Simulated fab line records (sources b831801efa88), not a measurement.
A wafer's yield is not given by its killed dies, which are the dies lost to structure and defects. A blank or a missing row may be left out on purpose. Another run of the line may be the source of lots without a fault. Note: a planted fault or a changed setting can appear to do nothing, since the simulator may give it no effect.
Struck lot and sound lot, side by side || flow sky130 || 33 out of 708 route steps
Sound: the wafers L636.2, L636.3, L636.6. Struck: wafer L643.4 (left out: L643.2, a lot-mate that was not struck); the cause follows at the end.
Each step with rows lists, per side, the tool, then ch with its chambers, then its first start. Under that, the readings that differ: sound wafers || struck wafers || difference of the means || sigmas: that difference in standard deviations of wafers without a fault.
alike: readings with means less than 2 such deviations apart, plus words and numbers identical on both sides. not compared: withheld readings, readings lacking a value on some wafer, bounds such as >300 that could conceal the same value, and numbers that have no deviation in the record and whose values overlap.
A row with sigmas, a row that says differs or no value, or rows on one side alone: a step with any of these is where the two part. Numbers that have no deviation but don't overlap get no sigmas and don't part them. Lack of a reading on every wafer of one side parts them only where that side has two or more wafers.

first, 4 steps without rows for these wafers: SKY_LOCAL_INTERCONNECT_SOFTBAKE_07 (time 90 s); SKY_LOCAL_INTERCONNECT_EXPOSE_08 (exposes mask LI1M, target cd 170 nm); SKY_LOCAL_INTERCONNECT_PEB_09; SKY_LOCAL_INTERCONNECT_DEVELOP_10 (develop time 60 s).
SKY_LOCAL_INTERCONNECT_CD_MEAS_11 targets a cd of 170 nm.
  struck on cd_sem-01, day 34 17:55; sound on cd_sem-01, day 32 22:43
{"reading": "cd_nm (nm)", "sound": "169.6 167.7 168.9", "struck": 171.8, "difference": "+3.1", "sigmas": "+3"}
SKY_LOCAL_INTERCONNECT_OVL_MEAS_12:
  struck on overlay-02, day 34 18:01; sound on overlay-02, day 32 22:49
  alike: LOCAL_INTERCONNECT_OVL
SKY_LOCAL_INTERCONNECT_ETCH_13: etches BARC in N2/H2, stops on SiO2, time 45.9 s, target depth 60 nm.
  sound on rie_metal-01 ch 0,1, day 32 22:51; struck on rie_metal-02 ch 0, day 34 18:03
  alike: drypump_motor_current_A, he_backside_leak_sccm, oes_product_au, throttle_valve_pct
  not compared: rf_hours_counter_h
SKY_LOCAL_INTERCONNECT_METAL_ETCH_14: etches TiN in Cl2/BCl3, stops on PSG, target depth 110 nm, time 31.4 s.
  sound on rie_metal-01 ch 0,1, day 32 22:55; struck on rie_metal-02 ch 0, day 34 18:07
  alike: drypump_motor_current_A, he_backside_leak_sccm, oes_product_au, throttle_valve_pct
  not compared: rf_hours_counter_h
SKY_LOCAL_INTERCONNECT_STRIP_15: strips in O2/N2.
  sound on plasma_asher-02 ch 0, day 32 22:58; struck on plasma_asher-02 ch 0, day 34 18:10
  alike: drypump_motor_current_A, oes_product_au, strip_time_to_endpoint_s
  not compared: rf_hours_counter_h
then, 3 steps without rows for these wafers: SKY_LOCAL_INTERCONNECT_STRIP_16 (strips in post etch residue remover, time 1200 s); SKY_LOCAL_INTERCONNECT_CLEAN_17 (cleans in IPA, time 180 s); SKY_LOCAL_INTERCONNECT_CLEAN_18 (cleans in O3/DIW).
SKY_CONTACT_CVD_00: deposits Si3N4, target thk 75 nm.
  sound on pecvd-01 ch 0,1,2, day 32 23:33; struck on pecvd-03 ch 2, day 34 18:46
{"reading": "model.Si3N4_of_CONTACT_CVD_00.thk_nm (nm)", "sound": "75.48 74.55 76.96", "struck": 36.48, "difference": -39.18, "sigmas": ""}
  alike: heater_power_w
SKY_CONTACT_THK_MEAS_01:
  struck on film_metro-01, day 34 18:48; sound on film_metro-02, day 32 23:35
{"reading": "CONTACT_CVD_00_THK (nm)", "sound": "75.5 74.5 77.0", "struck": 36.5, "difference": -39.2, "sigmas": -45}
then, 1 step without rows for these wafers: SKY_CONTACT_HDPCVD_02 (deposits SiO2, target thk 565 nm, time 94.2 s).
SKY_CONTACT_THK_MEAS_03:
  struck on film_metro-02, day 34 18:56; sound on film_metro-01, day 32 23:43
  alike: CONTACT_HDPCVD_THK
then, 1 step without rows for these wafers: SKY_CONTACT_CMP_04 (polishes SiO2).
SKY_CONTACT_BOW_MEAS_05:
  struck on film_metro-04, day 34 19:18; sound on film_metro-04, day 33 00:11
  alike: CONTACT_BOW
then, 8 steps without rows for these wafers: SKY_CONTACT_DEHYDRATE_06 (time 60 s); SKY_CONTACT_HMDS_07 (prime time 60 s); SKY_CONTACT_COAT_08 (resist thk 60 nm); SKY_CONTACT_COAT_09 (resist thk 450 nm); SKY_CONTACT_SOFTBAKE_10 (time 90 s); SKY_CONTACT_EXPOSE_11 (exposes mask CTM1, target cd 170 nm); SKY_CONTACT_PEB_12; SKY_CONTACT_DEVELOP_13 (develop time 60 s).
SKY_CONTACT_CD_MEAS_14 targets a cd of 170 nm.
  struck on cd_sem-02, day 35 21:46; sound on cd_sem-01, day 34 02:59
  alike: cd_nm
SKY_CONTACT_OVL_MEAS_15:
  struck on overlay-01, day 35 21:52; sound on overlay-02, day 34 03:06
  alike: CONTACT_OVL
SKY_CONTACT_ETCH_16: etches BARC in N2/H2, stops on SiO2, time 45.9 s, target depth 60 nm.
  sound on rie_diel-02 ch 2,3, day 34 03:08; struck on rie_diel-03 ch 2, day 35 21:54
  alike: drypump_motor_current_A, oes_product_au, throttle_valve_pct
  not compared: rf_hours_counter_h
then, 1 step without rows for these wafers: SKY_CONTACT_ETCH_17 (etches SiO2 in C4F8/O2/Ar, stops on Si3N4, target depth 340 nm).
SKY_CONTACT_ETCH_18: etches Si3N4 in CHF3/O2, stops on TiN, time 39 s, target depth 75 nm.
  sound on rie_diel-02 ch 2,3; struck on rie_diel-03 ch 2
{"reading": "oes_product_au (a.u.)", "sound": "0.852 0.859 0.866", "struck": 0.609, "difference": -0.250, "sigmas": -35}
{"reading": "throttle_valve_pct (%)", "sound": "8.790 8.785 8.805", "struck": 8.737, "difference": -0.056, "sigmas": -6}
{"reading": "model.etch.depth_nm (nm)", "sound": "75.48 74.55 76.96", "struck": 36.48, "difference": -39.18, "sigmas": ""}
  alike: drypump_motor_current_A
  not compared: rf_hours_counter_h
SKY_CONTACT_STRIP_19: strips in O2/N2.
  sound on plasma_asher-04 ch 0,1, day 34 03:16; struck on plasma_asher-04 ch 1, day 35 22:02
  alike: drypump_motor_current_A, oes_product_au, strip_time_to_endpoint_s
  not compared: rf_hours_counter_h
next, for these wafers, 1 step has no rows: SKY_PAD_OPEN_PROBE_99.

## WHERE THEY PART
At SKY_LOCAL_INTERCONNECT_CD_MEAS_11 first; at SKY_CONTACT_ETCH_18 last (within this record only). Later steps at which nothing parts them and some readings are alike: SKY_CONTACT_STRIP_19.

WHY: whatever the simulator had introduced
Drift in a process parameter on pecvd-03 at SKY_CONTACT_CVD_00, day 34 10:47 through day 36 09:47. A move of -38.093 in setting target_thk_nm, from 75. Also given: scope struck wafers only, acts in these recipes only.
